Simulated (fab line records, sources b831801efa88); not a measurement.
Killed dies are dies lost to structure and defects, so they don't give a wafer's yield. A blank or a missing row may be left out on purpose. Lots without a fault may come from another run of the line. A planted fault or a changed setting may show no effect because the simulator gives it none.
Which tool did it? | flow gf180mcu | 13 lots, 39 wafers sampled, at 5 steps of a route of 602

WHAT THE GAUGES READ, wafer by wafer
GF_MIM_RS_MEAS_10: measures by four-point-probe. Usual: MIM_ALCU_RS 0.1602 ohm/sq, standard deviation 0.0017.
lot  | measured     | on            | MIM_ALCU_RS (ohm/sq) | flag
L213 | day 25 08:00 | film_metro-03 | 0.1570 0.1571 0.1575 |
L214 | day 25 14:50 | film_metro-02 | 0.1622 0.1599 0.1624 |
L215 | day 25 19:47 | film_metro-03 | 0.1576 0.1578 0.1576 |
L216 | day 26 05:32 | film_metro-03 | 0.1609 0.1609 0.1604 |
L217 | day 26 10:51 | film_metro-02 | 0.1597 0.1588 0.1604 |
L218 | day 26 19:00 | film_metro-03 | 0.1615 0.1614 0.1614 |
L219 | day 27 09:22 | film_metro-04 | 0.1599 0.1608 0.1604 |
L220 | day 27 14:19 | film_metro-04 | 0.1583 0.1607 0.1606 |
L221 | day 27 21:26 | film_metro-03 | 0.1598 0.1584 0.1592 |
L222 | day 28 05:04 | film_metro-02 | 0.1605 0.1600 0.1602 |
L232 | day 30 22:50 | film_metro-02 | 0.1615 0.1602 0.1603 |
L233 | day 31 08:55 | film_metro-03 | 0.1586 0.1597 0.1599 |
L234 | day 31 13:22 | film_metro-03 | 0.1598 0.1620 0.1609 |

GF_V5_THK_MEAS_03. Usual: V5_CVD_02_THK 1448 nm, standard deviation 17.
lot  | measured     | on            | V5_CVD_02_THK (nm) | flag
L213 | day 27 04:01 | film_metro-04 | 1438 1439 1433     |
L214 | day 27 09:40 | film_metro-04 | 1435 1434 1470     |
L215 | day 27 15:04 | film_metro-03 | 1430 1453 1424     |
L216 | day 28 00:44 | film_metro-01 | 1426 1443 1437     |
L217 | day 28 05:25 | film_metro-04 | 1462 1471 1480     |
L218 | day 28 13:29 | film_metro-04 | 1414 1436 1462     |
L219 | day 29 03:37 | film_metro-03 | 1440 1441 1446     |
L220 | day 29 07:28 | film_metro-01 | 1449 1442 1434     |
L221 | day 29 14:16 | film_metro-04 | 1426 1449 1444     |
L222 | day 29 22:04 | film_metro-01 | 1569 1412 1602     | OFF
L232 | day 32 10:38 | film_metro-03 | 1451 1449 1462     |
L233 | day 32 22:05 | film_metro-04 | 1445 1461 1471     |
L234 | day 33 01:02 | film_metro-03 | 1450 1474 1467     |

GF_V5_OVL_MEAS_15. Usual: V5_OVL 3 nm, standard deviation 6.7.
lot  | measured     | on         | V5_OVL (nm) | flag
L213 | day 28 01:47 | overlay-02 | -1 -2 0     |
L214 | day 28 07:05 | overlay-01 | -4 5 -5     |
L215 | day 28 11:44 | overlay-02 | 1 8 -2      |
L216 | day 28 21:09 | overlay-01 | 5 10 15     |
L217 | day 29 01:57 | overlay-02 | 1 2 -6      |
L218 | day 29 09:51 | overlay-01 | -5 10 5     |
L219 | day 29 23:59 | overlay-01 | 7 11 6      |
L220 | day 30 03:59 | overlay-02 | -2 0 4      |
L221 | day 30 09:36 | overlay-02 | 1 2 6       |
L222 | day 30 18:03 | overlay-01 | 0 6 11      |
L232 | day 33 03:56 | overlay-02 | -1 -5 11    |
L233 | day 33 14:47 | overlay-01 | -6 2 8      |
L234 | day 33 17:35 | overlay-01 | 1 -2 0      |

WHICH TOOL RAN EACH LOT (tool, then ch and the chambers of the sampled wafers, then the start)
lot  | GF_MIM_SPUTTER_09            | GF_V5_CVD_02
L213 | pvd_sputter-03, day 25 07:58 | pecvd-01 ch 0,1,2, day 27 03:54
L214 | pvd_sputter-04, day 25 14:49 | pecvd-02 ch 0,1,2, day 27 09:34
L215 | pvd_sputter-03, day 25 19:46 | pecvd-01 ch 0,1,2, day 27 14:58
L216 | pvd_sputter-04, day 26 05:28 | pecvd-04 ch 0,1, day 28 00:37
L217 | pvd_sputter-04, day 26 10:47 | pecvd-01 ch 1,2, day 28 05:17
L218 | pvd_sputter-02, day 26 18:57 | pecvd-04 ch 0,2, day 28 13:22
L219 | pvd_sputter-04, day 27 09:18 | pecvd-02 ch 0,1, day 29 03:31
L220 | pvd_sputter-03, day 27 14:17 | pecvd-02 ch 0,1,2, day 29 07:22
L221 | pvd_sputter-02, day 27 21:22 | pecvd-04 ch 0,1, day 29 14:09
L222 | pvd_sputter-04, day 28 05:01 | pecvd-04 ch 1,2, day 29 21:56
L232 | pvd_sputter-04, day 30 22:49 | pecvd-01 ch 1,2, day 32 10:31
L233 | pvd_sputter-02, day 31 08:53 | pecvd-01 ch 1,2, day 32 21:59
L234 | pvd_sputter-04, day 31 13:19 | pecvd-01 ch 0,2, day 33 00:55
- GF_MIM_SPUTTER_09: material TiN, target thk 35 nm, time 29.2 s.
- GF_V5_CVD_02: deposits SiO2 from TEOS, target thk 1450 nm, time 163.28 s.

WHAT THE TOOLS THEMSELVES READ (means of the sampled wafers that have a number; where no wafer has one, the mark that the record gives instead)
GF_MIM_SPUTTER_09. Usual: throttle_valve_pct 29.9 %, standard deviation 1.1.
lot  | tool           | throttle_valve_pct (%) | flag
L213 | pvd_sputter-03 | 29.3                   |
L214 | pvd_sputter-04 | 30.2                   |
L215 | pvd_sputter-03 | 29.1                   |
L216 | pvd_sputter-04 | 30.7                   |
L217 | pvd_sputter-04 | 29.6                   |
L218 | pvd_sputter-02 | 29.4                   |
L219 | pvd_sputter-04 | 30.4                   |
L220 | pvd_sputter-03 | 28.9                   |
L221 | pvd_sputter-02 | 29.9                   |
L222 | pvd_sputter-04 | 30.4                   |
L232 | pvd_sputter-04 | 30.9                   |
L233 | pvd_sputter-02 | 30.6                   |
L234 | pvd_sputter-04 | 30.3                   |

GF_V5_CVD_02. Usual: heater_power_w 629 W, standard deviation 67.
lot  | tool     | heater_power_w (W) | flag
L213 | pecvd-01 | 682                |
L214 | pecvd-02 | 606                |
L215 | pecvd-01 | 649                |
L216 | pecvd-04 | 604                |
L217 | pecvd-01 | 630                |
L218 | pecvd-04 | 575                |
L219 | pecvd-02 | 637                |
L220 | pecvd-02 | 649                |
L221 | pecvd-04 | 614                |
L222 | pecvd-04 | 671                |
L232 | pecvd-01 | 678                |
L233 | pecvd-01 | 654                |
L234 | pecvd-01 | 643                |

THE ANSWER, worked out from the rows above alone
Rule: a lot is off if the mean of its wafers that have a number lies more than 3 standard deviations from the usual mean. A lot without any number at a reading at which 4 lots or more have one is off too. The other lots that the step has rows for count as sound. The gauges are gone through in route order, then the tools' own readings, and for those a lot's mean is taken as printed above. The first step at which some lot is off is used, and at that step the reading that is off furthest; a lot without a number counts as furthest.
Off: L222, at GF_V5_THK_MEAS_03 (V5_CVD_02_THK).
A tool fits if, at a process step before that reading, it ran every lot that is off, and no sound lot after the first of them. The gauges at GF_V5_THK_MEAS_03 are tried like those tools. Can't be told from this: 2 tools fit, pecvd-04 at GF_V5_CVD_02, film_metro-01 at GF_V5_THK_MEAS_03.

WHAT THE SIMULATOR HAD PUT IN
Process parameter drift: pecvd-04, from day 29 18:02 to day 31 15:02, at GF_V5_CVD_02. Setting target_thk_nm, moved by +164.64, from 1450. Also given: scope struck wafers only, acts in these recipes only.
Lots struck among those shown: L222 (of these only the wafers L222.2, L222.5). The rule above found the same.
